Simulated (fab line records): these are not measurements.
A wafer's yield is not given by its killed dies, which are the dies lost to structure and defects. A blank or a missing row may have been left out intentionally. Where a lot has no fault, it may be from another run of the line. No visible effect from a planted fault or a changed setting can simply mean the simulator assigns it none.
fab line records | flow sky130
[record] lots = 5 wafers = 15 last_day = 50
route steps=708 shown METAL1@448 VIA1@458 PAD_OPEN@708
lots that met no fault: from a run of the same line without faults
start_h: start of the lot's first displayed wafer, in hours after the record's first day | wait_h: how many hours have passed since the lot's step before this one | " same as the row above | L1.1+2: a single row standing in for several wafers | - no value, or no start given | * or withheld: withheld | < > ~ a bound
route shown NAME@n: NAME is a module with steps in the file, n the number in the route of the first one | usual: average and standard deviation across the fault-free wafers | same: alike in all rows | chamber/n: place in a boat | sites: readings site by site | _std_site: their standard deviation | _edge_site: inner sites' mean taken away from outer sites' mean | radius_mm: how far each site lies from the wafer's centre | mask NAME#n: copy n | behind: the tool/chamber that last shaped the wafer | hold: what put the lot on hold/how long, in hours/how the hold closed | device: names the non-switching transistor (n, p or np) | end of line: the route-end tests of the same wafers | for a step that has no rows: nothing shown but its recipe | killed: dies lost to structure and defects at the first sort, not the wafer's yield | map: shows each die of a wafer: x if killed, . if not, _ if none is there
set.NAME: the run value of the setting; set.NAME@STEP: its run value at that earlier step | model.NAME: the simulator's own value behind a step, which no gauge read
a table for each step, a row for each wafer; lots at some steps of the route
services: from which hour (start_h, from the record's first day; less than 0 if before it) a tool's chamber was out of use, for how many hours, and why
[[steps]]
[step SKY_METAL1_DEVELOP_14]
[recipe] develop_time_s = 60 resist = KrF-thick dev_temp_c = 21
[step SKY_METAL1_DESCUM_17]
[recipe] chemistry = O2 source_power_w = 150 bias_power_w = 0 pressure_mtorr = 10 temp_c = 40 time_s = 8
[step SKY_METAL1_ETCH_18]
[recipe] chemistry = N2/H2 target = BARC ion_energy_ev = 200 bias_w = 100 pressure_mtorr = 30 n2_flow_sccm = 100 h2_flow_sccm = 200 icp_w = 500 stop_on = SiO2 time_s = 45.9 target_depth_a = 600
[step SKY_METAL1_METAL_ETCH_19]
[recipe] target_depth_a = 3600 stop_on = SiO2 over_etch_frac = 0.3 time_s = 78 chemistry = Cl2/BCl3 resist_sidewall_deg = 88 pressure_mtorr = 10 icp_w = 900 bias_w = 48.5 Cl2_flow_sccm = 60 bcl3_flow_sccm = 30
[step SKY_METAL1_STRIP_20]
[recipe] chemistry = O2/N2 power_w = 1400 pressure_mtorr = 1500 platen_temp_c = withheld o2_flow_sccm = 3000 n2_flow_sccm = 300 overash_fraction = 0.5
[step SKY_METAL1_STRIP_21]
[recipe] chemistry = post_etch_residue_remover time_s = 1200 temp_c = 72.5
[step SKY_METAL1_CLEAN_22]
[recipe] chemistry = IPA time_s = 180 temp_c = 25
[step SKY_METAL1_CLEAN_23]
[recipe] chemistry = O3/DIW dry = n2_spin
[step SKY_VIA1_HDPCVD_00]
[recipe] material = SiO2 target_thk_nm = 1030 sigma_open_frac = 0.3 time_s = 171.7 temp_c = 400 sih4_flow_sccm = 60 pressure_mtorr = 6
[step SKY_VIA1_CMP_02]
[recipe] material = SiO2 down_force_psi = 4 platen_rpm = 60 pad_velocity_m_s = 0.94248
[usual] edge_zone_pressure_frac = 1.000/0.0049 head_pressure_psi = 4.000/0.0086 motor_current_A = 12.6/1.1 slurry_flow_ml_min = 150.1/0.48
// columns lot.wafer tool chamber start_h wait_h edge_zone_pressure_frac head_pressure_psi motor_current_A slurry_flow_ml_min model.SiO2_of_VIA1_HDPCVD_00.thk_nm
L825.4 cmp-01 1 849.47 0.0 - - - - 1036
L825.3 " 0 " " - - - - 1039
L825.5 " 2 " " - - - - 1044
L826.4 cmp-01 1 856.93 0.1 - - - - 1029
L826.1 " 2 " " - - - - 1038
L826.5 " 0 " " - - - - 1031
L827.2 cmp-01 3 869.02 0.0 - - - - 1019
L827.4 " 0 " " - - - - 1030
L827.3 " 2 " " - - - - 1024
L833.1 cmp-01 0 920.84 0.1 1.009 4.007 12.6 149.6 345.7
L833.3 " 1 " " 0.999 3.988 13.9 150.3 344.3
L833.6 " 2 " " 1.001 4.015 13.0 149.9 346
L837.1 cmp-02 3 940.89 0.1 0.996 4.002 10.8 150.8 344.8
L837.4 " 2 " " 1.002 4.009 12.8 150.7 344.7
L837.6 " 0 " " 0.995 3.993 13.7 151.1 344.8
[step SKY_VIA1_BOW_MEAS_03]
[recipe] mode = bow
[usual] VIA1_BOW = 77/6.1
// columns lot.wafer tool chamber start_h wait_h VIA1_BOW[um]
L825.3 film_metro-03 - 849.81 0.1 101
L825.4 " - " " 115
L825.5 " - " " 111
L826.1 film_metro-01 - 857.18 0.1 123
L826.4 " - " " 105
L826.5 " - " " 101
L827.2 film_metro-02 - 869.34 0.3 108
L827.3 " - " " 113
L827.4 " - " " 109
L833.1 film_metro-03 - 921.04 0.1 83
L833.3 " - " " 73
L833.6 " - " " 70
L837.1 film_metro-02 - 941.19 0.2 87
L837.4 " - " " 75
L837.6 " - " " 81
[step SKY_VIA1_DEHYDRATE_04]
[recipe] temp_c = 200 time_s = 60
[step SKY_VIA1_HMDS_05]
[recipe] prime_time_s = 60 prime_temp_c = 120
[step SKY_VIA1_COAT_06]
[recipe] resist = BARC temp_c = withheld time_s = withheld spin_rpm = 3000 resist_thk_nm = 60
[step SKY_VIA1_COAT_07]
[recipe] resist = KrF-thick spin_rpm = 3000 resist_thk_nm = 450
[step SKY_VIA1_SOFTBAKE_08]
[recipe] temp_c = 100 time_s = 90 resist = KrF-thick
[step SKY_VIA1_EXPOSE_09]
[recipe] mask_id = VIM na = 0.8 source_shape = annular sigma_inner = 0.55 sigma_outer = 0.85 target_cd_nm = 150 dose_mj = 38
[step SKY_VIA1_PEB_10]
[recipe] peb_temp_c = withheld peb_time_s = withheld resist = KrF-thick
[step SKY_VIA1_DEVELOP_11]
[recipe] develop_time_s = 60 resist = KrF-thick dev_temp_c = 21
[step SKY_VIA1_ETCH_14]
[recipe] chemistry = N2/H2 target = BARC ion_energy_ev = 200 source_w = 500 bias_w = 100 pressure_mtorr = 30 n2_flow_sccm = 100 h2_flow_sccm = 200 stop_on = SiO2 time_s = 45.9 target_depth_a = 600
[step SKY_VIA1_ETCH_15]
[recipe] target = SiO2 chemistry = C4F8/O2/Ar target_depth_nm = 351 stop_on = TiN mask_material = KrF-thick source_w = 1500 bias_w = 1200 pressure_mtorr = 40 c4f8_flow_sccm = withheld O2_flow_sccm = 6 Ar_flow_sccm = 300 time_s = 52.16
[usual] oes_product_au = 0.992/0.0075
// columns lot.wafer tool chamber start_h wait_h oes_product_au rf_hours_counter_h
L825.3 rie_diel-04 3 876.23 0.0 1.624 27
L825.4 " 1 " " 1.634 16
L825.5 " 1 " " 1.633 -
L826.1 rie_diel-03 0 882.75 0.0 1.588 0
L826.4 " 2 " " 1.618 -
L826.5 " 1 " " 1.640 -
L827.2 rie_diel-03 2 894.85 0.0 1.610 6
L827.3 " 1 " " 1.617 3
L827.4 " 0 " " 1.610 -
L833.1 rie_diel-03 0 945.18 0.0 0.986 2
L833.3 " 1 " " 0.998 5
L833.6 " 1 " " 0.994 -
L837.1 rie_diel-03 2 965.76 0.0 0.972 8
L837.4 " 1 " " 0.987 6
L837.6 " 0 " " 0.987 -
[step SKY_VIA1_STRIP_16]
[recipe] chemistry = O2/N2 power_w = 1400 pressure_mtorr = 1500 platen_temp_c = withheld o2_flow_sccm = 3000 n2_flow_sccm = 300 overash_fraction = 0.5
[step SKY_VIA1_STRIP_17]
[recipe] chemistry = post_etch_residue_remover time_s = 1200 temp_c = 72.5
[step SKY_VIA1_CLEAN_18]
[recipe] chemistry = IPA time_s = 180 temp_c = 25
[step SKY_VIA1_CLEAN_19]
[recipe] chemistry = O3/DIW dry = n2_spin
[step SKY_VIA1_SPUTTER_20]
[recipe] material = TiN target_thk_nm = 20 chamber_pressure_pa = 5 power_w = 4000 time_s = 80
[step SKY_VIA1_CVD_21]
[recipe] material = W target_thk_nm = 270 time_s = 80.902 temp_c = 400 pressure_torr = 40
[step SKY_VIA1_CMP_24]
[recipe] stop_on = SiO2 t_overpolish_s = 15 down_force_psi = 3.5 platen_rpm = 60 target_thk_nm = 0 pad_velocity_m_s = 0.94248
[usual] edge_zone_pressure_frac = 0.999/0.0052 head_pressure_psi = 3.500/0.0081 motor_current_A = 11.5/0.97 slurry_flow_ml_min = 150.0/0.47
// columns lot.wafer tool chamber start_h wait_h edge_zone_pressure_frac head_pressure_psi motor_current_A slurry_flow_ml_min model.SiO2_of_VIA1_HDPCVD_00.thk_nm
L825.4 cmp-01 2 877.29 0.1 0.995 3.498 11.8 149.4 1033
L825.3 " 0 " " 0.994 3.496 10.7 150.6 1036
L825.5 " 2 " " 0.995 3.510 12.0 150.8 1041
L826.4 cmp-02 1 883.72 0.0 1.002 3.502 9.9 149.9 1026
L826.1 " 0 " " 1.003 3.480 12.8 149.9 1034
L826.5 " 2 " " 0.995 3.497 10.9 150.0 1028
L827.3 cmp-02 1 895.82 0.0 0.998 3.510 10.2 150.4 1020
L827.4 " 2 " " 0.999 3.496 11.1 149.4 1027
L827.2 " 3 " " 1.000 3.493 10.8 150.2 1016
L833.3 cmp-02 0 946.21 0.1 1.003 3.491 13.0 149.3 341.1
L833.1 " 1 " " 0.989 3.488 10.0 150.2 342.5
L833.6 " 0 " " 1.003 3.496 13.0 150.3 342.8
L837.4 cmp-02 0 966.78 0.0 1.004 3.495 12.8 150.0 341.5
L837.1 " 1 " " 1.006 3.509 10.2 149.9 341.6
L837.6 " 1 " " 1.008 3.506 10.1 149.4 341.6
[step SKY_PAD_OPEN_PROBE_99]
[usual] defect_limited_yield = 82.3/2.1 killed_at_M0_to_M3 = 43/7.4 killed_at_M4_up = 3.1/1.8 killed_at_contacts = 26/5.6 killed_at_front_end = 15/4.9 killed_at_other = 0.2/0.44 killed_dies = 87/10 killed_on_rim = 17/3.7 killed_open = 48/7.6 killed_short = 39/6.2 sort_bin_3_pad_short = 0.9/0.43 sort_bin_5_function = 10.5/1.5 sort_bin_6_memory = 6.3/1.2 sort_n_pass = 405/10 sort_yield_pct = 82.3/2.1
[same] gross_dies = 492 killed_at_back_side = 0 sort_bin_4_leakage[%] = 0 sort_bin_8_speed[%] = 0
// columns lot.wafer tool chamber start_h wait_h defect_limited_yield[%] killed_at_M0_to_M3 killed_at_M4_up killed_at_contacts killed_at_front_end killed_at_other killed_dies killed_on_rim killed_open killed_short sort_bin_3_pad_short[%] sort_bin_5_function[%] sort_bin_6_memory[%] sort_n_pass sort_yield_pct[%]
L825.3 prober-02 - 1141.57 0.2 0 442 3 32 14 1 492 96 54 48 1.4 91.9 6.7 0 0
L825.4 prober-02 - 1141.62 0.2 0 436 5 33 18 0 492 96 47 51 1.6 91.5 6.9 0 0
L825.5 prober-02 - 1141.67 0.2 0 442 5 32 13 0 492 96 43 52 1.0 92.1 6.9 0 0
L826.1 prober-01 - 1144.95 0.1 0 463 5 14 10 0 492 96 48 27 1.0 93.9 5.1 0 0
L826.4 prober-01 - 1145.10 0.2 0 461 3 18 10 0 492 96 34 43 0.6 92.5 6.9 0 0
L826.5 prober-01 - 1145.15 0.2 0 456 3 25 7 1 492 96 45 30 0.6 93.9 5.5 0 0
L827.2 prober-02 - 1153.12 0.1 0 441 2 34 15 0 492 96 45 36 0.4 93.9 5.7 0 0
L827.3 prober-02 - 1153.17 0.2 0 458 3 18 13 0 492 96 31 27 0.6 95.3 4.1 0 0
L827.4 prober-02 - 1153.22 0.2 0 449 1 21 21 0 492 96 44 38 0.8 92.9 6.3 0 0
L837.1 prober-01 - 1201.60 0.1 82.9 39 2 31 12 0 84 11 47 37 0.2 9.8 7.1 408 82.9
L837.4 prober-01 - 1201.75 0.2 83.5 42 2 26 11 0 81 14 45 36 0.6 9.8 6.1 411 83.5
L837.6 prober-01 - 1201.85 0.2 79.3 58 1 26 17 0 102 22 57 44 0.8 11.4 8.5 390 79.3
// killed by level:class
L825.3 VIA1:area_cmp=388 LI_CONTACT:geometric_particle:open=10 VIA3:geometric_particle:open=9 VIA1:geometric_particle:open=9 VIA2:geometric_particle:open=8 METAL1:geometric_particle:short=7 VIA1:geometric_particle:short=7 CONTACT:geometric_particle:open=6
L825.4 VIA1:area_cmp=394 CONTACT:geometric_particle:open=11 VIA1:geometric_particle:open=9 LOCAL_INTERCONNECT:geometric_particle:short=7 VIA2:geometric_particle:open=7 POLY_GATE:geometric_particle:short=6 METAL2:geometric_particle:short=6 METAL1:geometric_particle:short=5
L825.5 VIA1:area_cmp=396 LOCAL_INTERCONNECT:geometric_particle:short=11 VIA1:geometric_particle:open=8 VIA3:geometric_particle:short=7 VIA3:geometric_particle:open=6 LI_CONTACT:geometric_particle:open=6 METAL1:geometric_particle:short=5 CONTACT:geometric_particle:short=5
L826.1 VIA1:area_cmp=417 VIA2:geometric_particle:open=11 VIA1:geometric_particle:open=9 CONTACT:geometric_particle:open=7 METAL1:geometric_particle:short=5 METAL2:geometric_particle:short=5 VIA3:geometric_particle:open=5 METAL4:geometric_particle:short=4
L826.4 VIA1:area_cmp=415 VIA2:geometric_particle:open=9 VIA1:geometric_particle:open=6 METAL2:geometric_particle:short=6 LI_CONTACT:geometric_particle:open=5 LOCAL_INTERCONNECT:geometric_particle:short=5 METAL1:geometric_particle:short=5 VIA1:geometric_particle:short=5
L826.5 VIA1:area_cmp=417 VIA1:geometric_particle:open=11 CONTACT:geometric_particle:open=9 LI_CONTACT:geometric_particle:open=6 VIA1:geometric_particle:short=6 VIA2:geometric_particle:open=6 VIA3:geometric_particle:open=6 FIELD_ISO:geometric_particle:open=3
L827.2 VIA1:area_cmp=411 CONTACT:geometric_particle:open=14 FIELD_ISO:geometric_particle:open=7 CONTACT:geometric_particle:short=7 METAL2:geometric_particle:short=7 LI_CONTACT:geometric_particle:open=6 VIA1:geometric_particle:open=6 LOCAL_INTERCONNECT:geometric_particle:short=5
L827.3 VIA1:area_cmp=434 CONTACT:geometric_particle:open=9 VIA1:geometric_particle:open=6 FIELD_ISO:geometric_particle:short=3 POLY_GATE:geometric_particle:open=3 SPACER:geometric_particle:open=3 CONTACT:geometric_particle:short=3 VIA1:geometric_particle:short=3
L827.4 VIA1:area_cmp=410 CONTACT:geometric_particle:open=8 VIA2:geometric_particle:open=7 LI_CONTACT:geometric_particle:open=6 FIELD_ISO:geometric_particle:open=5 METAL1:geometric_particle:short=5 METAL2:geometric_particle:short=5 METAL3:geometric_particle:short=5
L837.1 CONTACT:geometric_particle:open=9 VIA1:geometric_particle:open=8 METAL2:geometric_particle:short=6 LOCAL_INTERCONNECT:geometric_particle:short=6 VIA3:geometric_particle:open=6 FIELD_ISO:geometric_particle:open=5 CONTACT:geometric_particle:short=5 FIELD_ISO:geometric_particle:short=4
L837.4 VIA1:geometric_particle:open=12 LI_CONTACT:geometric_particle:open=9 CONTACT:geometric_particle:open=7 VIA3:geometric_particle:open=7 CONTACT:geometric_particle:short=6 METAL1:geometric_particle:short=6 POLY_GATE:geometric_particle:open=4 VIA1:geometric_particle:short=4
L837.6 VIA1:geometric_particle:open=19 CONTACT:geometric_particle:open=9 METAL2:geometric_particle:short=8 FIELD_ISO:geometric_particle:open=6 LI_CONTACT:geometric_particle:open=6 VIA2:geometric_particle:open=6 LOCAL_INTERCONNECT:geometric_particle:short=5 METAL1:geometric_particle:short=5
// map L825.3 (x killed, . not)
__________xxxxxxxxxx_________
________xxxxxxxxxxxxxx_______
______xxxxxxxxxxxxxxxxxx_____
_____xxxxxxxxxxxxxxxxxxxx____
____xxxxxxxxxxxxxxxxxxxxxx___
___xxxxxxxxxxxxxxxxxxxxxxxx__
__xxxxxxxxxxxxxxxxxxxxxxxxxx_
_xxxxxxxxxxxxxxxxxxxxxxxxxxxx
_xxxxxxxxxxxxxxxxxxxxxxxxxxxx
_xxxxxxxxxxxxxxxxxxxxxxxxxxxx
_xxxxxxxxxxxxxxxxxxxxxxxxxxxx
_xxxxxxxxxxxxxxxxxxxxxxxxxxxx
_xxxxxxxxxxxxxxxxxxxxxxxxxxxx
_xxxxxxxxxxxxxxxxxxxxxxxxxxxx
_xxxxxxxxxxxxxxxxxxxxxxxxxxxx
__xxxxxxxxxxxxxxxxxxxxxxxxxx_
___xxxxxxxxxxxxxxxxxxxxxxxx__
____xxxxxxxxxxxxxxxxxxxxxx___
_____xxxxxxxxxxxxxxxxxxxx____
______xxxxxxxxxxxxxxxxxx_____
________xxxxxxxxxxxxxx_______
__________xxxxxxxxxx_________
// map L826.1 (x killed, . not)
__________xxxxxxxxxx_________
________xxxxxxxxxxxxxx_______
______xxxxxxxxxxxxxxxxxx_____
_____xxxxxxxxxxxxxxxxxxxx____
____xxxxxxxxxxxxxxxxxxxxxx___
___xxxxxxxxxxxxxxxxxxxxxxxx__
__xxxxxxxxxxxxxxxxxxxxxxxxxx_
_xxxxxxxxxxxxxxxxxxxxxxxxxxxx
_xxxxxxxxxxxxxxxxxxxxxxxxxxxx
_xxxxxxxxxxxxxxxxxxxxxxxxxxxx
_xxxxxxxxxxxxxxxxxxxxxxxxxxxx
_xxxxxxxxxxxxxxxxxxxxxxxxxxxx
_xxxxxxxxxxxxxxxxxxxxxxxxxxxx
_xxxxxxxxxxxxxxxxxxxxxxxxxxxx
_xxxxxxxxxxxxxxxxxxxxxxxxxxxx
__xxxxxxxxxxxxxxxxxxxxxxxxxx_
___xxxxxxxxxxxxxxxxxxxxxxxx__
____xxxxxxxxxxxxxxxxxxxxxx___
_____xxxxxxxxxxxxxxxxxxxx____
______xxxxxxxxxxxxxxxxxx_____
________xxxxxxxxxxxxxx_______
__________xxxxxxxxxx_________
[[services]]
// columns tool chamber start_h hours kind
rie_diel-03 - 827.42 28.1 pm
cmp-01 - 834.00 6.8 repair
rie_diel-03 0 863.68 - clean
rie_diel-03 0 863.68 18.4 scheduled_down
rie_diel-03 0 863.68 18.4 vent_cycle
rie_diel-04 - 872.18 1.1 repair
rie_diel-03 3 878.38 67.6 repair
rie_diel-03 2 895.43 3.3 repair
rie_diel-04 3 902.16 - clean
rie_diel-04 3 902.16 19.3 scheduled_down
rie_diel-04 3 902.16 19.3 vent_cycle
rie_diel-03 2 903.37 2.9 repair
rie_diel-04 - 904.69 1.0 repair
cmp-02 - 908.08 1.3 repair
cmp-02 - 912.09 4.0 pm
cmp-02 - 916.09 - consumable_replace:conditioner
cmp-02 - 916.09 - consumable_replace:pad
cmp-01 - 921.28 2.9 repair
cmp-02 - 930.59 5.5 pm
cmp-02 - 940.08 0.4 repair
cmp-01 - 943.30 7.2 pm
cmp-02 - 958.95 0.6 repair
[[key]]
[first_sign] step = SKY_VIA1_CMP_02 reading = tool_record direction = missing
[effect] step = SKY_VIA1_BOW_MEAS_03 reading = VIA1_BOW direction = up sigmas = 5.3 usual = 77 struck = 110
[effect] step = SKY_VIA1_ETCH_15 reading = oes_product_au direction = up sigmas = 84 usual = 0.992 struck = 1.619
[effect] step = SKY_PAD_OPEN_PROBE_99 reading = killed_at_M0_to_M3 direction = up sigmas = 55 usual = 43 struck = 450
[model_effect] step = SKY_VIA1_CMP_02 value = SiO2_of_VIA1_HDPCVD_00.thk_nm without = 345.5 struck = 1032
[model_effect] step = SKY_VIA1_CMP_24 value = SiO2_of_VIA1_HDPCVD_00.thk_nm without = 342.3 struck = 1029
[more_kills_born_at] SKY_VIA1_CMP_02@cmp-01 = 3658
met_at SKY_VIA1_CMP_02
struck_wafers L825.3,L825.4,L825.5,L826.1,L826.4,L826.5,L827.2,L827.3,L827.4
later_rows_left_out L825.3,L825.4,L825.5,L826.1,L826.4,L826.5,L827.2,L827.3,L827.4
[fault] kind = skipped_step_whole tool = cmp-01 chamber = - onset_h = 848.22 steps = SKY_VIA1_CMP_02 scope = struck_lots_only
// later_rows_left_out: the simulator's readings of these wafers behind a module that went badly wrong aren't trusted and aren't shown, but for the sort
